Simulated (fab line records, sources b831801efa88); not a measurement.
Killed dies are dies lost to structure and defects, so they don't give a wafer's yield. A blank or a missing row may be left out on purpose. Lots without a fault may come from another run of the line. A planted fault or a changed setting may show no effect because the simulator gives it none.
fab line records | flow gf180mcu | part 1 of 2: steps 1 to 31 of 43
record lots=5 wafers=15 last_day=34
route steps=602 shown VT_IMPLANT@91
lots that met no fault: from a run of the same line without faults
start_h: hours from the record's first day to the start of the lot's first wafer shown | wait_h: hours since the lot's step before | " the same as in the row above | L1.1+2: a row that stands for several wafers | - no value, or no start given | * or withheld: withheld | < > ~ a bound
route shown NAME@n: a module of which the file shows steps, and the number in the route of the first | usual: mean/standard deviation of fault-free wafers | same: alike in all rows | chamber/n: place in a boat | sites: the reading at each site | _std_site: their standard deviation | _edge_site: outer sites' mean less inner sites' | radius_mm: how far each site lies from the wafer's centre | mask NAME#n: copy n | behind: the tool/chamber that last shaped the wafer | hold: why the lot was held/for how many hours/how that ended | device: the transistor (n, p or np) that didn't switch | end of line: the same wafers' tests at the end of the route | a step without rows: its recipe alone | killed: dies lost to structure and defects at the first sort, not the wafer's yield | map: a wafer's dies, x killed, . not, _ none there
set.NAME: the setting as run; set.NAME@STEP: as run at that earlier step | model.NAME: the simulator's own value behind a step, which no gauge read
lots at some steps of the route; a table a step, a row a wafer
services: from which hour (start_h, from the record's first day; less than 0 if before it) a tool's chamber was out of use, for how many hours, and why
## steps
# step GF_VT_IMPLANT_HMDS_01
# recipe prime_time_s=60 prime_temp_c=120
# usual prime_temp_c=120.00/0.14
# columns lot.wafer tool chamber start_h wait_h prime_temp_c
L077.1 litho_track-02 0 125.97 0.1 120.18
L077.2 " 0 " " 120.04
L077.4 " 0 " " 120.14
L081.2 litho_track-01 0 147.22 0.1 120.17
L081.3 " 0 " " 120.01
L081.5 " 0 " " 120.03
L091.3 litho_track-04 0 207.22 0.1 120.08
L091.5 " 0 " " 120.19
L091.6 " 0 " " 120.23
L093.2 litho_track-01 0 218.77 0.1 120.09
L093.4 " 0 " " 119.91
L093.5 " 0 " " 119.87
L095.1 litho_track-02 0 234.02 0.1 120.07
L095.2 " 0 " " 119.92
L095.4 " 0 " " 119.99
# step GF_VT_IMPLANT_COAT_02
# recipe resist=NOVOLAK spin_rpm=3000 resist_thk_nm=1000
# columns lot.wafer tool chamber start_h wait_h
L077.1+2+4 litho_track-02 0 126.12 0.1
L081.2+3+5 litho_track-01 0 147.37 0.1
L091.3+5+6 litho_track-04 0 207.37 0.1
L093.2+4+5 litho_track-01 0 218.92 0.1
L095.1+2+4 litho_track-02 0 234.17 0.1
# step GF_VT_IMPLANT_SOFTBAKE_03
# recipe temp_c=90 time_s=60 resist=NOVOLAK
# columns lot.wafer tool chamber start_h wait_h
L077.1+2+4 litho_track-02 0 126.27 0.1
L081.2+3+5 litho_track-01 0 147.52 0.1
L091.3+5+6 litho_track-04 0 207.52 0.1
L093.2+4+5 litho_track-01 0 219.07 0.1
L095.1+2+4 litho_track-02 0 234.32 0.1
# step GF_VT_IMPLANT_EXPOSE_04
# recipe mask_id=LVPWELL_LV_AREA target_cd_nm=600 na=0.6 source_shape=conventional sigma_outer=0.6 dose_mj=140
# usual focus_offset_nm=0.0/0.51
# columns lot.wafer tool chamber start_h wait_h mask focus_offset_nm
L077.1 iline_stepper-02 0 - - LVPWELL_LV_AREA#0 -0.6
L077.2 " 0 " " LVPWELL_LV_AREA#0 -0.6
L077.4 " 0 " " LVPWELL_LV_AREA#0 -0.6
L081.2 iline_stepper-01 0 - - LVPWELL_LV_AREA#0 -0.7
L081.3 " 0 " " LVPWELL_LV_AREA#0 -0.1
L081.5 " 0 " " LVPWELL_LV_AREA#0 -0.2
L091.3 iline_stepper-01 0 - - LVPWELL_LV_AREA#0 0.2
L091.5 " 0 " " LVPWELL_LV_AREA#0 0.1
L091.6 " 0 " " LVPWELL_LV_AREA#0 0.3
L093.2 iline_stepper-02 0 - - LVPWELL_LV_AREA#0 -0.3
L093.4 " 0 " " LVPWELL_LV_AREA#0 -0.6
L093.5 " 0 " " LVPWELL_LV_AREA#0 -0.2
L095.1 iline_stepper-01 0 - - LVPWELL_LV_AREA#0 -0.8
L095.2 " 0 " " LVPWELL_LV_AREA#0 -0.4
L095.4 " 0 " " LVPWELL_LV_AREA#0 -0.6
# step GF_VT_IMPLANT_PEB_05
# recipe temp_c=withheld time_s=* resist=NOVOLAK
# columns lot.wafer tool chamber start_h wait_h
L077.1+2+4 litho_track-01 0 - -
L081.2+3+5 litho_track-01 0 - -
L091.3+5+6 litho_track-04 0 - -
L093.2+4+5 litho_track-01 0 - -
L095.1+2+4 litho_track-04 0 - -
# step GF_VT_IMPLANT_DEVELOP_06
# recipe develop_time_s=60 dev_temp_c=23
# columns lot.wafer tool chamber start_h wait_h
L077.1+2+4 litho_track-01 0 133.75 0.1
L081.2+3+5 litho_track-01 0 155.37 0.1
L091.3+5+6 litho_track-04 0 216.02 0.1
L093.2+4+5 litho_track-01 0 228.17 0.1
L095.1+2+4 litho_track-04 0 242.47 0.1
# step GF_VT_IMPLANT_OVL_MEAS_07
# usual VT_IMPLANT_OVL=0.3/1.5
# columns lot.wafer tool chamber start_h wait_h VT_IMPLANT_OVL[nm]
L077.1 overlay-02 - 133.90 0.1 -2.2
L077.2 " - " " -2.2
L077.4 " - " " -1.6
L081.2 overlay-01 - 155.50 0.1 -0.3
L081.3 " - " " -0.9
L081.5 " - " " -0.1
L091.3 overlay-01 - 216.13 0.1 -2.4
L091.5 " - " " -1.9
L091.6 " - " " -2.5
L093.2 overlay-01 - 228.30 0.1 1.0
L093.4 " - " " -1.0
L093.5 " - " " -1.4
L095.1 overlay-02 - 242.62 0.1 0.2
L095.2 " - " " -0.1
L095.4 " - " " -2.0
# step GF_VT_IMPLANT_IMPLANT_08
# recipe species=BF2 energy_kev=20 dose_cm2=8.29e+12 tilt_deg=7
# columns lot.wafer tool chamber start_h wait_h
L077.1+2+4 implanter-03 0 133.93 0.0
L081.2+3+5 implanter-04 0 155.56 0.0
L091.3+5+6 implanter-01 0 216.21 0.1
L093.2+4+5 implanter-01 0 228.35 0.0
L095.1+2+4 implanter-01 0 242.66 0.0
# step GF_VT_IMPLANT_STRIP_09
# recipe chemistry=O2/N2 power_w=1400 pressure_mtorr=1500 platen_temp_c=250 o2_flow_sccm=3000 n2_flow_sccm=300 overash_fraction=0.5
# usual drypump_motor_current_A=5.8/0.57 heater_power_w=339/25 oes_product_au=0.716/0.0053 strip_time_to_endpoint_s=12.64/0.038
# columns lot.wafer tool chamber start_h wait_h drypump_motor_current_A heater_power_w oes_product_au rf_hours_counter_h strip_time_to_endpoint_s
L077.1 plasma_asher-01 0 134.08 0.1 5.2 315 0.716 2 12.63
L077.2 " 1 " " 5.3 319 0.717 2 12.66
L077.4 " 0 " " 5.2 314 0.722 - 12.67
L081.2 plasma_asher-04 1 155.68 0.1 6.6 362 0.717 49 12.66
L081.3 " 0 " " 5.1 315 0.714 - 12.64
L081.5 " 0 " " 5.1 303 0.722 - 12.61
L091.3 plasma_asher-04 1 216.34 0.1 6.6 360 0.711 - 12.62
L091.5 " 1 " " 6.6 349 0.722 - 12.64
L091.6 " 0 " " 5.1 310 0.713 - 12.61
L093.2 plasma_asher-04 1 228.48 0.1 6.6 354 0.711 58 12.64
L093.4 " 0 " " 5.1 310 0.721 - 12.69
L093.5 " 1 " " 6.6 352 0.717 - 12.67
L095.1 plasma_asher-02 0 242.81 0.1 6.2 370 0.711 46 12.61
L095.2 " 1 " " 6.0 339 0.720 46 12.62
L095.4 " 0 " " 6.2 381 0.713 - 12.61
# step GF_VT_IMPLANT_TW_MEAS_10
# usual VT_IMPLANT_TW=572/3.5
# columns lot.wafer tool chamber start_h wait_h VT_IMPLANT_TW
L077.1 film_metro-02 - 134.18 0.1 574
L077.2 " - " " 573
L077.4 " - " " 576
L081.2 film_metro-04 - 155.79 0.1 568
L081.3 " - " " 565
L081.5 " - " " 570
L091.3 film_metro-01 - 216.43 0.1 572
L091.5 " - " " 572
L091.6 " - " " 572
L093.2 film_metro-04 - 228.59 0.1 572
L093.4 " - " " 572
L093.5 " - " " 572
L095.1 film_metro-01 - 242.91 0.1 565
L095.2 " - " " 569
L095.4 " - " " 568
# step GF_VT_IMPLANT_DEHYDRATE_11
# recipe temp_c=200 time_s=60
# columns lot.wafer tool chamber start_h wait_h
L077.1+2+4 litho_track-01 0 141.40 7.2
L081.2+3+5 litho_track-01 0 163.17 7.4
L091.3+5+6 litho_track-02 0 225.02 8.6
L093.2+4+5 litho_track-02 0 237.19 8.6
L095.1+2+4 litho_track-04 0 252.12 9.2
# step GF_VT_IMPLANT_HMDS_12
# recipe prime_time_s=60 prime_temp_c=120
# usual prime_temp_c=120.00/0.13
# columns lot.wafer tool chamber start_h wait_h prime_temp_c
L077.1 litho_track-01 0 141.55 0.1 119.74
L077.2 " 0 " " 119.89
L077.4 " 0 " " 120.15
L081.2 litho_track-01 0 163.32 0.1 120.10
L081.3 " 0 " " 120.03
L081.5 " 0 " " 120.07
L091.3 litho_track-02 0 225.17 0.1 119.96
L091.5 " 0 " " 119.91
L091.6 " 0 " " 120.03
L093.2 litho_track-02 0 237.34 0.1 120.04
L093.4 " 0 " " 120.31
L093.5 " 0 " " 120.02
L095.1 litho_track-04 0 252.27 0.1 120.13
L095.2 " 0 " " 120.06
L095.4 " 0 " " 119.92
# step GF_VT_IMPLANT_COAT_13
# recipe resist=NOVOLAK spin_rpm=3000 resist_thk_nm=1000
# columns lot.wafer tool chamber start_h wait_h
L077.1+2+4 litho_track-01 0 141.70 0.1
L081.2+3+5 litho_track-01 0 163.47 0.1
L091.3+5+6 litho_track-02 0 225.32 0.1
L093.2+4+5 litho_track-02 0 237.49 0.1
L095.1+2+4 litho_track-04 0 252.42 0.1
# step GF_VT_IMPLANT_SOFTBAKE_14
# recipe temp_c=90 time_s=60 resist=NOVOLAK
# columns lot.wafer tool chamber start_h wait_h
L077.1+2+4 litho_track-01 0 141.85 0.1
L081.2+3+5 litho_track-01 0 163.62 0.1
L091.3+5+6 litho_track-02 0 225.47 0.1
L093.2+4+5 litho_track-02 0 237.64 0.1
L095.1+2+4 litho_track-04 0 252.57 0.1
# step GF_VT_IMPLANT_EXPOSE_15
# recipe mask_id=Nwell_LV_AREA target_cd_nm=860 na=0.6 source_shape=conventional sigma_outer=0.6 dose_mj=140
# usual focus_offset_nm=0.0/0.51
# columns lot.wafer tool chamber start_h wait_h mask focus_offset_nm
L077.1 iline_stepper-02 0 - - Nwell_LV_AREA#0 -0.7
L077.2 " 0 " " Nwell_LV_AREA#0 -0.1
L077.4 " 0 " " Nwell_LV_AREA#0 0.3
L081.2 iline_stepper-01 0 - - Nwell_LV_AREA#0 0.1
L081.3 " 0 " " Nwell_LV_AREA#0 -0.2
L081.5 " 0 " " Nwell_LV_AREA#0 -0.3
L091.3 iline_stepper-01 0 - - Nwell_LV_AREA#0 -0.5
L091.5 " 0 " " Nwell_LV_AREA#0 -0.1
L091.6 " 0 " " Nwell_LV_AREA#0 0.1
L093.2 iline_stepper-01 0 - - Nwell_LV_AREA#0 -0.3
L093.4 " 0 " " Nwell_LV_AREA#0 -0.5
L093.5 " 0 " " Nwell_LV_AREA#0 0.2
L095.1 iline_stepper-01 0 - - Nwell_LV_AREA#0 1.1
L095.2 " 0 " " Nwell_LV_AREA#0 -1.0
L095.4 " 0 " " Nwell_LV_AREA#0 0.3
# step GF_VT_IMPLANT_PEB_16
# recipe temp_c=withheld time_s=* resist=NOVOLAK
# columns lot.wafer tool chamber start_h wait_h
L077.1+2+4 litho_track-02 0 - -
L081.2+3+5 litho_track-02 0 - -
L091.3+5+6 litho_track-02 0 - -
L093.2+4+5 litho_track-02 0 - -
L095.1+2+4 litho_track-01 0 - -
# step GF_VT_IMPLANT_DEVELOP_17
# recipe develop_time_s=60 dev_temp_c=23
# columns lot.wafer tool chamber start_h wait_h
L077.1+2+4 litho_track-02 0 148.87 0.1
L081.2+3+5 litho_track-02 0 171.45 0.1
L091.3+5+6 litho_track-02 0 234.67 0.1
L093.2+4+5 litho_track-02 0 246.99 0.1
L095.1+2+4 litho_track-01 0 261.74 0.1
# step GF_VT_IMPLANT_OVL_MEAS_18
# usual VT_IMPLANT_01_OVL=-1.6/1.5
# columns lot.wafer tool chamber start_h wait_h VT_IMPLANT_01_OVL[nm]
L077.1 overlay-01 - 149.02 0.1 -1.4
L077.2 " - " " -2.1
L077.4 " - " " -0.6
L081.2 overlay-02 - 171.58 0.1 -4.2
L081.3 " - " " -3.3
L081.5 " - " " -4.3
L091.3 overlay-01 - 234.78 0.1 -0.2
L091.5 " - " " -3.1
L091.6 " - " " 0.3
L093.2 overlay-01 - 247.12 0.1 0.6
L093.4 " - " " -1.6
L093.5 " - " " -1.2
L095.1 overlay-02 - 261.89 0.1 -0.3
L095.2 " - " " -1.5
L095.4 " - " " -1.6
# step GF_VT_IMPLANT_IMPLANT_19
# recipe species=As energy_kev=100 dose_cm2=4.35e+12 tilt_deg=7
# columns lot.wafer tool chamber start_h wait_h
L077.1+2+4 implanter-01 0 149.06 0.0
L081.2+3+5 implanter-01 0 171.63 0.0
L091.3+5+6 implanter-01 0 234.86 0.1
L093.2+4+5 implanter-04 0 247.18 0.0
L095.1+2+4 implanter-03 0 261.93 0.0
# step GF_VT_IMPLANT_STRIP_20
# recipe chemistry=O2/N2 power_w=1400 pressure_mtorr=1500 platen_temp_c=250 o2_flow_sccm=3000 n2_flow_sccm=300 overash_fraction=0.5
# usual drypump_motor_current_A=5.9/0.49 heater_power_w=345/25 oes_product_au=0.715/0.0043 strip_time_to_endpoint_s=12.64/0.034
# columns lot.wafer tool chamber start_h wait_h drypump_motor_current_A heater_power_w oes_product_au rf_hours_counter_h strip_time_to_endpoint_s
L077.1 plasma_asher-02 1 149.21 0.1 6.0 338 0.708 35 12.60
L077.2 " 0 " " 6.2 370 0.716 35 12.62
L077.4 " 1 " " 6.0 335 0.707 - 12.63
L081.2 plasma_asher-02 0 171.76 0.1 6.2 373 0.719 37 12.63
L081.3 " 0 " " 6.2 381 0.707 - 12.63
L081.5 " 0 " " 6.2 387 0.722 - 12.64
L091.3 plasma_asher-01 1 234.99 0.1 5.3 319 0.715 - 12.62
L091.5 " 1 " " 5.3 319 0.718 - 12.59
L091.6 " 0 " " 5.2 321 0.719 - 12.62
L093.2 plasma_asher-02 0 247.30 0.1 6.2 378 0.711 46 12.65
L093.4 " 1 " " 6.0 344 0.706 - 12.65
L093.5 " 1 " " 5.9 343 0.713 - 12.63
L095.1 plasma_asher-02 1 262.08 0.1 5.9 339 0.719 48 12.66
L095.2 " 0 " " 6.2 378 0.722 48 12.63
L095.4 " 1 " " 5.9 332 0.712 - 12.63
# step GF_VT_IMPLANT_TW_MEAS_21
# usual VT_IMPLANT_2_TW=1231/7.6
# columns lot.wafer tool chamber start_h wait_h VT_IMPLANT_2_TW
L077.1 film_metro-02 - 149.31 0.1 1231
L077.2 " - " " 1231
L077.4 " - " " 1233
L081.2 film_metro-04 - 171.87 0.1 1225
L081.3 " - " " 1224
L081.5 " - " " 1225
L091.3 film_metro-01 - 235.08 0.1 1225
L091.5 " - " " 1224
L091.6 " - " " 1232
L093.2 film_metro-01 - 247.41 0.1 1229
L093.4 " - " " 1218
L093.5 " - " " 1222
L095.1 film_metro-04 - 262.18 0.1 1227
L095.2 " - " " 1221
L095.4 " - " " 1222
# step GF_VT_IMPLANT_DEHYDRATE_22
# recipe temp_c=200 time_s=60
# columns lot.wafer tool chamber start_h wait_h
L077.1+2+4 litho_track-02 0 157.57 8.3
L081.2+3+5 litho_track-02 0 179.54 7.7
L091.3+5+6 litho_track-01 0 243.04 8.0
L093.2+4+5 litho_track-04 0 256.34 8.9
L095.1+2+4 litho_track-01 0 271.69 9.5
# step GF_VT_IMPLANT_HMDS_23
# recipe prime_time_s=60 prime_temp_c=120
# usual prime_temp_c=119.99/0.15
# columns lot.wafer tool chamber start_h wait_h prime_temp_c
L077.1 litho_track-02 0 157.72 0.1 119.95
L077.2 " 0 " " 119.79
L077.4 " 0 " " 119.96
L081.2 litho_track-02 0 179.69 0.1 120.14
L081.3 " 0 " " 119.84
L081.5 " 0 " " 120.16
L091.3 litho_track-01 0 243.19 0.1 120.00
L091.5 " 0 " " 120.00
L091.6 " 0 " " 120.04
L093.2 litho_track-04 0 256.49 0.1 120.00
L093.4 " 0 " " 120.22
L093.5 " 0 " " 120.09
L095.1 litho_track-01 0 271.84 0.1 119.66
L095.2 " 0 " " 119.57
L095.4 " 0 " " 119.94
# step GF_VT_IMPLANT_COAT_24
# recipe resist=NOVOLAK spin_rpm=3000 resist_thk_nm=1000
# columns lot.wafer tool chamber start_h wait_h
L077.1+2+4 litho_track-02 0 157.87 0.1
L081.2+3+5 litho_track-02 0 179.84 0.1
L091.3+5+6 litho_track-01 0 243.34 0.1
L093.2+4+5 litho_track-04 0 256.64 0.1
L095.1+2+4 litho_track-01 0 271.99 0.1
# step GF_VT_IMPLANT_SOFTBAKE_25
# recipe temp_c=90 time_s=60 resist=NOVOLAK
# columns lot.wafer tool chamber start_h wait_h
L077.1+2+4 litho_track-02 0 158.02 0.1
L081.2+3+5 litho_track-02 0 179.99 0.1
L091.3+5+6 litho_track-01 0 243.49 0.1
L093.2+4+5 litho_track-04 0 256.79 0.1
L095.1+2+4 litho_track-01 0 272.14 0.1
# step GF_VT_IMPLANT_EXPOSE_26
# recipe mask_id=LVPWELL_HV_AREA target_cd_nm=860 na=0.6 source_shape=conventional sigma_outer=0.6 dose_mj=140
# usual focus_offset_nm=0.0/0.54
# columns lot.wafer tool chamber start_h wait_h mask focus_offset_nm
L077.1 iline_stepper-02 0 - - LVPWELL_HV_AREA#0 1.0
L077.2 " 0 " " LVPWELL_HV_AREA#0 0.4
L077.4 " 0 " " LVPWELL_HV_AREA#0 -0.5
L081.2 iline_stepper-02 0 - - LVPWELL_HV_AREA#0 -1.2
L081.3 " 0 " " LVPWELL_HV_AREA#0 -0.8
L081.5 " 0 " " LVPWELL_HV_AREA#0 -0.2
L091.3 iline_stepper-02 0 - - LVPWELL_HV_AREA#0 -0.4
L091.5 " 0 " " LVPWELL_HV_AREA#0 -0.3
L091.6 " 0 " " LVPWELL_HV_AREA#0 -0.2
L093.2 iline_stepper-01 0 - - LVPWELL_HV_AREA#0 -0.4
L093.4 " 0 " " LVPWELL_HV_AREA#0 0.9
L093.5 " 0 " " LVPWELL_HV_AREA#0 -0.1
L095.1 iline_stepper-01 0 - - LVPWELL_HV_AREA#0 0.1
L095.2 " 0 " " LVPWELL_HV_AREA#0 -0.2
L095.4 " 0 " " LVPWELL_HV_AREA#0 0.4
# step GF_VT_IMPLANT_PEB_27
# recipe temp_c=withheld time_s=* resist=NOVOLAK
# columns lot.wafer tool chamber start_h wait_h
L077.1+2+4 litho_track-02 0 - -
L081.2+3+5 litho_track-01 0 - -
L091.3+5+6 litho_track-01 0 - -
L093.2+4+5 litho_track-02 0 - -
L095.1+2+4 litho_track-04 0 - -
# step GF_VT_IMPLANT_DEVELOP_28
# recipe develop_time_s=60 dev_temp_c=23
# columns lot.wafer tool chamber start_h wait_h
L077.1+2+4 litho_track-02 0 165.27 0.1
L081.2+3+5 litho_track-01 0 188.32 0.1
L091.3+5+6 litho_track-01 0 253.19 0.1
L093.2+4+5 litho_track-02 0 265.69 0.1
L095.1+2+4 litho_track-04 0 281.77 0.1
# step GF_VT_IMPLANT_OVL_MEAS_29
# usual VT_IMPLANT_02_OVL=-0.5/1.6
# columns lot.wafer tool chamber start_h wait_h VT_IMPLANT_02_OVL[nm]
L077.1 overlay-02 - 165.42 0.1 -2.5
L077.2 " - " " -1.7
L077.4 " - " " -2.9
L081.2 overlay-02 - 188.45 0.1 -3.3
L081.3 " - " " -2.6
L081.5 " - " " -3.5
L091.3 overlay-01 - 253.31 0.1 1.1
L091.5 " - " " 1.9
L091.6 " - " " 0.5
L093.2 overlay-01 - 265.82 0.1 1.1
L093.4 " - " " -1.2
L093.5 " - " " 0.2
L095.1 overlay-02 - 281.92 0.1 1.0
L095.2 " - " " 0.1
L095.4 " - " " 1.3
# step GF_VT_IMPLANT_IMPLANT_30
# recipe species=B energy_kev=25 dose_cm2=2.534e+12 tilt_deg=7
# columns lot.wafer tool chamber start_h wait_h
L077.1+2+4 implanter-01 0 165.46 0.0
L081.2+3+5 implanter-01 0 188.51 0.0
L091.3+5+6 implanter-04 0 253.38 0.1
L093.2+4+5 implanter-04 0 265.88 0.0
L095.1+2+4 implanter-01 0 281.96 0.0
# step GF_VT_IMPLANT_STRIP_31
# recipe chemistry=O2/N2 power_w=1400 pressure_mtorr=1500 platen_temp_c=250 o2_flow_sccm=3000 n2_flow_sccm=300 overash_fraction=0.5
# usual drypump_motor_current_A=5.8/0.5 heater_power_w=341/24 oes_product_au=0.715/0.0046 strip_time_to_endpoint_s=12.63/0.035
# columns lot.wafer tool chamber start_h wait_h drypump_motor_current_A heater_power_w oes_product_au rf_hours_counter_h strip_time_to_endpoint_s
L077.1 plasma_asher-04 0 165.61 0.1 5.1 315 0.723 50 12.63
L077.2 " 1 " " 6.6 355 0.719 50 12.63
L077.4 " 0 " " 5.1 318 0.709 - 12.63
L081.2 plasma_asher-02 1 188.63 0.1 5.9 339 0.705 39 12.59
L081.3 " 0 " " 6.2 378 0.719 - 12.59
L081.5 " 0 " " 6.2 371 0.719 - 12.64
L091.3 plasma_asher-01 1 253.51 0.1 5.2 319 0.725 - 12.60
L091.5 " 0 " " 5.2 314 0.710 - 12.60
L091.6 " 1 " " 5.3 325 0.719 - 12.63
L093.2 plasma_asher-01 0 266.00 0.1 5.2 316 0.720 11 12.60
L093.4 " 1 " " 5.2 317 0.710 - 12.58
L093.5 " 1 " " 5.3 313 0.714 - 12.63
L095.1 plasma_asher-02 0 282.11 0.1 6.2 383 0.716 50 12.64
L095.2 " 1 " " 5.9 334 0.714 50 12.62
L095.4 " 1 " " 5.9 328 0.721 - 12.66
